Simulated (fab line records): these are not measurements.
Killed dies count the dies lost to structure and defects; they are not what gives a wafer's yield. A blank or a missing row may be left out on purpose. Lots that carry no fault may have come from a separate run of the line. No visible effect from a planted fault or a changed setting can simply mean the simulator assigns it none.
A struck lot beside a sound one ; flow sky130 ; 17 steps out of a route of 708
Sound: these wafers, L731.2, L731.4, L731.6. Wafers L722.1, L722.3, L722.5 were the ones struck. At the end, the cause is stated.
Each step with rows lists, per side, the tool, then ch with its chambers, then its first start. Under that, the readings that differ: sound wafers ; struck wafers ; difference of the means ; sigmas: that difference in standard deviations of wafers without a fault.
alike: words and numbers the same on both sides, and readings whose means are apart by under 2 such deviations; not compared: readings that were withheld, readings missing a value for some wafer, numbers with overlapping values and no deviation given by the record, and bounds like >300 which may hide the same value.
The two part at a step that has a row with sigmas, a row that says differs or no value, or rows on one side only. Numbers that have no deviation but don't overlap get no sigmas and don't part them. Lack of a reading on every wafer of one side parts them only where that side has two or more wafers.

SKY_LDD_HVN_OVL_MEAS_07:
  struck on overlay-02, day 23 10:34; sound on overlay-02, day 26 05:10
  alike: LDD_HVN_OVL
following that, these wafers have no rows for 1 step: SKY_LDD_HVN_IMPLANT_08.
SKY_LDD_HVN_STRIP_09: strips in O2/N2.
  sound on plasma asher-03 ch 0,1, day 26 05:20; struck on plasma asher-03 ch 0,1, day 23 10:45
  alike: drypump motor current A, oes product au, strip time to endpoint s
  not compared: rf hours counter h
SKY_LDD_HVN_TW_MEAS_10:
  struck on film metro-03, day 23 10:51; sound on film metro-04, day 26 05:27
  alike: LDD_HVN_TW
then, 7 steps without rows for these wafers: SKY_LDD_HVP_DEHYDRATE_00 (time 60 s); SKY_LDD_HVP_HMDS_01 (prime time 60 s); SKY_LDD_HVP_COAT_02 (resist thk 300 nm); SKY_LDD_HVP_SOFTBAKE_03 (time 60 s); SKY_LDD_HVP_EXPOSE_04 (exposes mask HVPTM, target cd 700 nm); SKY_LDD_HVP_PEB_05; SKY_LDD_HVP_DEVELOP_06 (develop time 60 s).
SKY_LDD_HVP_OVL_MEAS_07:
  struck on overlay-01, day 24 17:09; sound on overlay-01, day 27 09:51
  alike: LDD_HVP_OVL
SKY_LDD_HVP_IMPLANT_08:
  sound on implanter-04 ch 0, day 27 09:55; struck on implanter-04 ch 0, day 24 17:11
reading;sound;struck;difference;sigmas
dose ions cm2;1.6998e+13 1.6998e+13 1.6986e+13;1.8829e+13 1.881e+13 1.8846e+13;+1.8343e+12;+99 or more
faraday current uA;98.6 97.6 99.1;107.2 109.1 105.2;+8.7;+4
  alike: end station pressure torr
SKY_LDD_HVP_STRIP_09: strips in O2/N2.
  sound on plasma asher-04 ch 0, day 27 10:02; struck on plasma asher-01 ch 0,1, day 24 17:20
  alike: drypump motor current A, oes product au, strip time to endpoint s
  not compared: rf hours counter h
SKY_LDD_HVP_TW_MEAS_10:
  struck on film metro-03, day 24 17:26; sound on film metro-01, day 27 10:08
  alike: LDD_HVP_TW
then, 1 step without rows for these wafers: SKY_LDD_LDN_DEHYDRATE_00 (time 60 s).
-- record jumps: 23 days separate the struck wafers' starts on either side; left off in module LDD_LDN, taken up again in module PAD_OPEN, whose first shown step is the route's number 708 --
SKY_PAD_OPEN_PROBE_99:
  struck on prober-01, day 47 22:17; sound on prober-02, day 49 17:06
reading;sound;struck;difference;sigmas
model.etest.tip_p_5v.rs ohm sq;2814 2798 2814;2679 2683 2670;-131;
  alike: killed_at_M0_to_M3, killed_at_M4_up, killed at contacts, killed at front end, killed at other, killed dies, killed open, killed short

== WHERE THEY PART ==
Only at SKY_LDD_HVP_IMPLANT_08, as far as this record shows. Later steps at which nothing parts them and some readings are alike: SKY_LDD_HVP_STRIP_09, SKY_LDD_HVP_TW_MEAS_10, SKY_PAD_OPEN_PROBE_99.

WHY: what had been put in by the simulator
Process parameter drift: implanter-04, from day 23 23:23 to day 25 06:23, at SKY_LDD_HVP_IMPLANT_08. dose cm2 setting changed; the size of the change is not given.
